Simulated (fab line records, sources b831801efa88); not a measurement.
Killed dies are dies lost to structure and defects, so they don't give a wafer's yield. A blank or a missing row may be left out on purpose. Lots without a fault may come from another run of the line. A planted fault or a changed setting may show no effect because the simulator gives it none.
Which tool did it? | flow sky130 | 14 lots, 42 wafers sampled, at 6 steps of a route of 708

WHAT THE GAUGES READ, wafer by wafer
SKY_LDD_HVP_TW_MEAS_10. Usual: LDD_HVP_TW 457, standard deviation 5.2.
lot  | measured     | on            | LDD_HVP_TW  | flag
L131 | day 22 08:59 | film_metro-01 | 462 462 463 |
L132 | day 22 11:31 | film_metro-01 | 463 463 463 |
L134 | day 22 22:10 | film_metro-02 | 453 453 452 |
L135 | day 24 00:18 | film_metro-04 | 459 458 455 |
L138 | day 24 13:13 | film_metro-04 | 461 460 460 |
L139 | day 24 23:38 | film_metro-02 | 451 451 451 |
L144 | day 26 19:34 | film_metro-02 | 452 452 453 |
L145 | day 27 00:11 | film_metro-04 | 456 457 455 |
L147 | day 27 15:34 | film_metro-02 | 450 450 450 |
L148 | day 28 07:30 | film_metro-02 | 452 453 450 |
L149 | day 28 13:41 | film_metro-01 | 462 461 461 |
L151 | day 28 18:22 | film_metro-02 | 451 454 454 |
L152 | day 29 03:28 | film_metro-04 | 460 461 461 |
L153 | day 29 19:01 | film_metro-04 | 461 463 462 |

SKY_SD_P_CD_MEAS_07: target cd 380 nm. Usual: cd_nm 380 nm, standard deviation 3.1.
lot  | measured     | on        | cd_nm (nm)  | flag
L131 | day 26 03:53 | cd_sem-01 | 384 385 386 |
L132 | day 26 09:02 | cd_sem-01 | 383 386 381 |
L134 | day 26 15:49 | cd_sem-02 | 381 383 383 |
L135 | day 27 17:10 | cd_sem-01 | 423 423 423 | OFF
L138 | day 28 06:04 | cd_sem-02 | 424 426 425 | OFF
L139 | day 28 16:13 | cd_sem-02 | 376 378 374 |
L144 | day 30 10:04 | cd_sem-01 | 380 379 379 |
L145 | day 30 14:49 | cd_sem-01 | 377 378 376 |
L147 | day 31 05:26 | cd_sem-01 | 380 377 379 |
L148 | day 31 21:20 | cd_sem-01 | 378 377 377 |
L149 | day 32 05:20 | cd_sem-01 | 377 376 377 |
L151 | day 32 10:20 | cd_sem-02 | 381 379 379 |
L152 | day 32 17:26 | cd_sem-01 | 379 377 379 |
L153 | day 33 06:34 | cd_sem-01 | 376 378 378 |

SKY_RES_XHIGH_TW_MEAS_09. Usual: RES_XHIGH_TW 1666, standard deviation 10.
lot  | measured     | on            | RES_XHIGH_TW   | flag
L131 | day 27 09:04 | film_metro-01 | 1659 1666 1661 |
L132 | day 27 14:20 | film_metro-01 | 1667 1664 1667 |
L134 | day 27 20:54 | film_metro-03 | 1665 1653 1654 |
L135 | day 28 22:08 | film_metro-04 | 1654 1659 1667 |
L138 | day 29 10:39 | film_metro-04 | 1668 1672 1665 |
L139 | day 29 20:52 | film_metro-04 | 1667 1661 1662 |
L144 | day 31 14:28 | film_metro-04 | 1649 1644 1639 |
L145 | day 31 18:37 | film_metro-03 | 1671 1682 1675 |
L147 | day 32 08:53 | film_metro-01 | 1671 1678 1675 |
L148 | day 33 00:35 | film_metro-01 | 1666 1669 1664 |
L149 | day 33 09:00 | film_metro-04 | 1671 1663 1670 |
L151 | day 33 13:23 | film_metro-04 | 1665 1665 1661 |
L152 | day 33 20:02 | film_metro-03 | 1684 1681 1676 |
L153 | day 34 08:48 | film_metro-04 | 1646 1650 1648 |

SKY_LI_CONTACT_THK_MEAS_01. Usual: LI_CONTACT_HDPCVD_THK 967 nm, standard deviation 11.
lot  | measured     | on            | LI_CONTACT_HDPCVD_THK (nm) | flag
L131 | day 28 15:38 | film_metro-03 | 958 965 943                |
L132 | day 28 19:54 | film_metro-03 | 947 954 947                |
L134 | day 29 01:28 | film_metro-03 | 968 961 973                |
L135 | day 30 03:04 | film_metro-04 | 973 951 972                |
L138 | day 30 15:07 | film_metro-04 | 987 983 981                |
L139 | day 31 02:20 | film_metro-03 | 968 958 965                |
L144 | day 32 18:20 | film_metro-01 | 958 971 964                |
L145 | day 32 23:50 | film_metro-04 | 957 960 962                |
L147 | day 33 13:24 | film_metro-01 | 962 973 977                |
L148 | day 34 04:18 | film_metro-01 | 989 969 970                |
L149 | day 34 13:04 | film_metro-03 | 971 949 983                |
L151 | day 34 21:08 | film_metro-03 | 979 981 962                |
L152 | day 35 00:04 | film_metro-04 | 983 971 970                |
L153 | day 35 11:05 | film_metro-03 | 992 964 965                |

WHICH TOOL RAN EACH LOT (tool, then ch and the chambers of the sampled wafers, then the start)
lot  | SKY_SD_P_COAT_02                  | SKY_SD_P_STRIP_10
L131 | litho_track-04 ch 0, day 25 13:29 | plasma_asher-03 ch 0,1, day 26 04:11
L132 | litho_track-03 ch 0, day 25 19:32 | plasma_asher-01 ch 0,1, day 26 09:19
L134 | litho_track-03 ch 0, day 26 01:25 | plasma_asher-02 ch 0,1, day 26 16:07
L135 | litho_track-03 ch 0, day 27 03:25 | plasma_asher-03 ch 0,1, day 27 17:28
L138 | litho_track-03 ch 0, day 27 15:37 | plasma_asher-01 ch 0,1, day 28 06:22
L139 | litho_track-04 ch 0, day 28 02:17 | plasma_asher-01 ch 0,1, day 28 16:31
L144 | litho_track-04 ch 0, day 29 19:59 | plasma_asher-03 ch 0,1, day 30 10:22
L145 | litho_track-03 ch 0, day 30 00:40 | plasma_asher-03 ch 0,1, day 30 15:07
L147 | litho_track-03 ch 0, day 30 15:38 | plasma_asher-03 ch 0,1, day 31 05:43
L148 | litho_track-03 ch 0, day 31 07:23 | plasma_asher-02 ch 0,1, day 31 21:37
L149 | litho_track-03 ch 0, day 31 15:41 | plasma_asher-03 ch 0,1, day 32 05:37
L151 | litho_track-03 ch 0, day 31 19:55 | plasma_asher-02 ch 0,1, day 32 10:38
L152 | litho_track-02 ch 0, day 32 04:04 | plasma_asher-02 ch 0,1, day 32 17:44
L153 | litho_track-02 ch 0, day 32 16:58 | plasma_asher-01 ch 0,1, day 33 06:52
- SKY_SD_P_COAT_02: resist thk 1140 nm.
- SKY_SD_P_STRIP_10: strips in O2/N2.

WHAT THE TOOLS THEMSELVES READ (means of the sampled wafers that have a number; where no wafer has one, the mark that the record gives instead)
SKY_SD_P_STRIP_10. Usual: chamber_pressure_mTorr 1500.1 mTorr, standard deviation 1.2; drypump_motor_current_A 5.3 A, standard deviation 0.49; oes_product_au 0.617 a.u., standard deviation 0.005; strip_time_to_endpoint_s 17.50 s, standard deviation 0.037.
lot  | tool            | chamber_pressure_mTorr (mTorr) | drypump_motor_current_A (A) | oes_product_au (a.u.) | strip_time_to_endpoint_s (s) | flag
L131 | plasma_asher-03 | 1498.5                         | 5.2                         | 0.618                 | 17.48                        |
L132 | plasma_asher-01 | 1499.9                         | 6.1                         | 0.613                 | 17.53                        |
L134 | plasma_asher-02 | 1500.1                         | 4.9                         | 0.618                 | 17.52                        |
L135 | plasma_asher-03 | 1500.2                         | 5.2                         | 0.587                 | 13.52                        | OFF
L138 | plasma_asher-01 | 1500.1                         | 6.1                         | 0.588                 | 13.42                        | OFF
L139 | plasma_asher-01 | 1500.5                         | 6.1                         | 0.615                 | 17.49                        |
L144 | plasma_asher-03 | 1499.9                         | 5.2                         | 0.621                 | 17.51                        |
L145 | plasma_asher-03 | 1499.3                         | 5.2                         | 0.618                 | 17.50                        |
L147 | plasma_asher-03 | 1499.0                         | 5.2                         | 0.612                 | 17.47                        |
L148 | plasma_asher-02 | 1500.5                         | 4.9                         | 0.619                 | 17.52                        |
L149 | plasma_asher-03 | 1501.1                         | 5.2                         | 0.618                 | 17.50                        |
L151 | plasma_asher-02 | 1500.8                         | 4.9                         | 0.621                 | 17.48                        |
L152 | plasma_asher-02 | 1498.9                         | 4.9                         | 0.618                 | 17.49                        |
L153 | plasma_asher-01 | 1501.1                         | 6.1                         | 0.620                 | 17.54                        |

THE ANSWER, worked out from the rows above alone
Rule: a lot is off if the mean of its wafers that have a number lies more than 3 standard deviations from the usual mean. A lot without any number at a reading at which 4 lots or more have one is off too. The other lots that the step has rows for count as sound. The gauges are gone through in route order, then the tools' own readings, and for those a lot's mean is taken as printed above. The first step at which some lot is off is used, and at that step the reading that is off furthest; a lot without a number counts as furthest.
Off: L135, L138, at SKY_SD_P_CD_MEAS_07 (cd_nm).
A tool fits if, at a process step before that reading, it ran every lot that is off, and no sound lot after the first of them. The gauges at SKY_SD_P_CD_MEAS_07 aren't tried: what is off there is off at SKY_SD_P_STRIP_10 too, on other tools, and a gauge's error can't cause that. None of those tried fits.

WHAT THE SIMULATOR HAD PUT IN
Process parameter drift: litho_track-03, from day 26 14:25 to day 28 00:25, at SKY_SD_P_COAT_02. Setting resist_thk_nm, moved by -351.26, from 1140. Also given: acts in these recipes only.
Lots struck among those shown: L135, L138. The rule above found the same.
